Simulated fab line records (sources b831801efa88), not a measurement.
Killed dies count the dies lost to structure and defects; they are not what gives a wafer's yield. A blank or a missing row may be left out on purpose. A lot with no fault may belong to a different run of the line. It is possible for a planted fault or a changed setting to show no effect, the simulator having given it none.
Matching of chambers | flow gf180mcu | 4 sister chambers for GF_V2_ETCH_16 on rie-diel-01
The step etches BARC in N2/H2. 4 wafers are shown with their chamber, then 8 later ones without.

WAFERS PAIRED WITH THEIR CHAMBERS
wafer  | chamber | drypump-motor-current-A (A)
L081.5 | 1       | 5.3
L084.1 | 2       | 6.6
L084.5 | 3       | 5.7
L085.1 | 0       | 5.7

WAFERS WITH NO CHAMBER GIVEN
wafer  | drypump-motor-current-A (A)
L085.3 | 5.7
L085.5 | 6.6
L088.2 | 6.6
L088.4 | 5.7
L088.5 | 5.3
L092.1 | 5.7
L092.4 | 6.5
L092.5 | 5.3

WHICH CHAMBER EACH ONE RAN IN
wafer  | from the rows above     | in truth
L085.3 | can't be placed: 0 or 3 | 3
L085.5 | 2                       | 2
L088.2 | 2                       | 2
L088.4 | can't be placed: 0 or 3 | 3
L088.5 | 1                       | 1
L092.1 | can't be placed: 0 or 3 | 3
L092.4 | 2                       | 2
L092.5 | 1                       | 1
5 of 8 placed correctly. Can't be placed from these rows: 3 (the true chamber is among the candidates in 3). 0 placed wrongly.
How it was worked out, from the rows above alone: a wafer's distance from a chamber is the root of the sum, over the readings, of the square of ((its reading less the chamber's mean) divided by the reading's scatter). If the next closest chamber is less than 2 further off than the closest, the wafer can't be placed; otherwise it belongs to the closest. Each chamber's mean is taken over the wafers shown for it. The scatter: root of mean squared gap, hidden wafer to nearest shown wafer, with one shown wafer a chamber.
